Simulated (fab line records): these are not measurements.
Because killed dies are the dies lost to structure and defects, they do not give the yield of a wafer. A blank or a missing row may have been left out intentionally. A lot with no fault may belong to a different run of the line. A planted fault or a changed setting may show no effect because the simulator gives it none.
Which tool did it? + flow gf180mcu + 14 lots, 42 wafers sampled, at 4 steps of a route of 602

WHAT THE GAUGES READ, wafer by wafer
GF_SAB_OVL_MEAS_10. Usual: SAB_OVL -0.4 nm, standard deviation 1.1.
| lot  | measured     | on         | SAB_OVL (nm)   | flag |
|------|--------------|------------|----------------|------|
| L975 | day 15 05:58 | overlay-01 | 0.6 1.4 -1.0   |      |
| L976 | day 15 12:40 | overlay-01 | -1.0 -3.2 -1.5 |      |
| L977 | day 15 23:40 | overlay-02 | 1.1 -1.4 0.0   |      |
| L978 | day 16 04:39 | overlay-02 | 0.2 -0.2 -0.3  |      |
| L979 | day 16 17:28 | overlay-02 | 0.0 -1.5 1.1   |      |
| L981 | day 17 08:36 | overlay-01 | -1.3 0.1 1.2   |      |
| L988 | day 20 00:14 | overlay-01 | 0.3 -1.3 -0.7  |      |
| L990 | day 20 14:43 | overlay-02 | 0.1 1.1 -0.4   |      |
| L991 | day 21 03:44 | overlay-01 | 1.3 -0.6 0.0   |      |
| L993 | day 21 19:26 | overlay-01 | 0.1 -0.2 0.4   |      |
| L995 | day 22 08:35 | overlay-01 | -0.4 -0.8 -1.7 |      |
| L996 | day 22 17:41 | overlay-02 | 0.5 0.1 0.7    |      |
| L997 | day 22 19:11 | overlay-01 | -0.9 -1.7 -2.0 |      |
| L998 | day 23 06:24 | overlay-02 | -0.6 0.6 0.4   |      |

GF_SALICIDE_THK_MEAS_05: measures by xrf. Usual: SALICIDE_TIN_THK 19.71 nm, standard deviation 0.25.
| lot  | measured     | on           | SALICIDE_TIN_THK (nm) | flag |
|------|--------------|--------------|-----------------------|------|
| L975 | day 15 06:31 | filmMetro-04 | 19.87 19.31 19.54     |      |
| L976 | day 15 13:13 | filmMetro-02 | 20.01 19.85 19.66     |      |
| L977 | day 16 00:14 | filmMetro-04 | 19.44 19.50 19.88     |      |
| L978 | day 16 05:13 | filmMetro-04 | 20.17 19.71 19.67     |      |
| L979 | day 16 18:02 | filmMetro-04 | 19.60 19.60 19.91     |      |
| L981 | day 17 09:10 | filmMetro-03 | 19.38 19.68 19.77     |      |
| L988 | day 20 00:48 | filmMetro-04 | 19.72 19.59 19.68     |      |
| L990 | day 20 15:16 | filmMetro-02 | 19.61 19.87 20.01     |      |
| L991 | day 21 04:18 | filmMetro-02 | 19.97 20.04 20.01     |      |
| L993 | day 21 20:01 | filmMetro-03 | 19.24 19.49 19.23     |      |
| L995 | day 22 09:08 | filmMetro-04 | 19.73 19.70 19.73     |      |
| L996 | day 22 18:14 | filmMetro-03 | 19.68 19.35 19.66     |      |
| L997 | day 22 19:44 | filmMetro-02 | 20.26 19.70 19.69     |      |
| L998 | day 23 06:56 | filmMetro-03 | 19.55 19.63 19.72     |      |

GF_CONTACT_THK_MEAS_01. Usual: CONTACT_CVD_00_THK 298 nm, standard deviation 3.2.
| lot  | measured     | on           | CONTACT_CVD_00_THK (nm) | flag |
|------|--------------|--------------|-------------------------|------|
| L975 | day 15 06:55 | filmMetro-01 | 294 299 298             |      |
| L976 | day 15 13:43 | filmMetro-03 | 290 300 295             |      |
| L977 | day 16 00:38 | filmMetro-01 | 299 293 297             |      |
| L978 | day 16 05:37 | filmMetro-01 | 298 296 295             |      |
| L979 | day 16 18:25 | filmMetro-01 | 293 295 293             |      |
| L981 | day 17 09:34 | filmMetro-04 | 299 298 300             |      |
| L988 | day 20 01:18 | filmMetro-03 | 291 294 295             |      |
| L990 | day 20 15:39 | filmMetro-03 | 297 296 301             |      |
| L991 | day 21 04:43 | filmMetro-03 | 302 303 302             |      |
| L993 | day 21 20:25 | filmMetro-04 | 301 303 301             |      |
| L995 | day 22 09:33 | filmMetro-04 | 299 300 303             |      |
| L996 | day 22 18:39 | filmMetro-04 | 302 299 302             |      |
| L997 | day 22 20:09 | filmMetro-01 | 304 301 299             |      |
| L998 | day 23 07:20 | filmMetro-03 | 299 294 295             |      |

WHAT TOOL EACH LOT RAN ON (gives the tool, then ch and the chambers of the sampled wafers, and finally the start)
| lot  | GF_SAB_WET_ETCH_12             |
|------|--------------------------------|
| L975 | wetBench-01 ch 0, day 15 06:01 |
| L976 | wetBench-01 ch 1, day 15 12:43 |
| L977 | wetBench-02 ch 2, day 15 23:43 |
| L978 | wetBench-02 ch 1, day 16 04:43 |
| L979 | wetBench-02 ch 1, day 16 17:31 |
| L981 | wetBench-02 ch 3, day 17 08:39 |
| L988 | wetBench-02 ch 0, day 20 00:18 |
| L990 | wetBench-02 ch 3, day 20 14:46 |
| L991 | wetBench-03 ch 2, day 21 03:48 |
| L993 | wetBench-03 ch 3, day 21 19:30 |
| L995 | wetBench-01 ch 1, day 22 08:39 |
| L996 | wetBench-02 ch 3, day 22 17:45 |
| L997 | wetBench-01 ch 1, day 22 19:15 |
| L998 | wetBench-03 ch 1, day 23 06:27 |
- GF_SAB_WET_ETCH_12: etches SiO2 in dHF, target depth 22 nm, time 440 s.

AS READ BY THE TOOLS THEMSELVES (means over the sampled wafers that have a number; for cases with no such wafer, the mark the record gives instead)
GF_SAB_WET_ETCH_12. Usual: bathHeatDutyPct 6.1 %, standard deviation 0.7; tempC 24.99 C, standard deviation 0.096.
| lot  | tool        | bathHeatDutyPct (%) | tempC (C) | flag |
|------|-------------|---------------------|-----------|------|
| L975 | wetBench-01 | 7.0                 | 25.04     |      |
| L976 | wetBench-01 | 5.3                 | 24.98     |      |
| L977 | wetBench-02 | 5.9                 | 25.00     |      |
| L978 | wetBench-02 | 6.8                 | 24.92     |      |
| L979 | wetBench-02 | 0.0                 | 15.90     | OFF  |
| L981 | wetBench-02 | 0.0                 | 15.89     | OFF  |
| L988 | wetBench-02 | 6.8                 | 24.99     |      |
| L990 | wetBench-02 | 6.6                 | 25.02     |      |
| L991 | wetBench-03 | 5.4                 | 24.96     |      |
| L993 | wetBench-03 | 6.2                 | 25.07     |      |
| L995 | wetBench-01 | 5.7                 | 25.04     |      |
| L996 | wetBench-02 | 6.6                 | 25.05     |      |
| L997 | wetBench-01 | 5.8                 | 25.09     |      |
| L998 | wetBench-03 | 5.8                 | 24.88     |      |

THE ANSWER, worked out from the rows above alone
Rule: a lot counts as off when the mean over its wafers that have a number is more than 3 standard deviations away from the usual mean. A lot without any number at a reading at which 4 lots or more have one is off too. The other lots that the step has rows for count as sound. The gauges are gone through in route order, then the tools' own readings, and for those a lot's mean is taken as printed above. The first step at which some lot is off is used, and at that step the reading that is off furthest; a lot without a number counts as furthest.
Off: L979, L981 (GF_SAB_WET_ETCH_12, tempC).
If a tool, at that step or one of the process steps before it, ran each lot that is off and ran no sound lot following the first of them, it fits. None of those tried fits.

WHAT THE SIMULATOR PUT IN
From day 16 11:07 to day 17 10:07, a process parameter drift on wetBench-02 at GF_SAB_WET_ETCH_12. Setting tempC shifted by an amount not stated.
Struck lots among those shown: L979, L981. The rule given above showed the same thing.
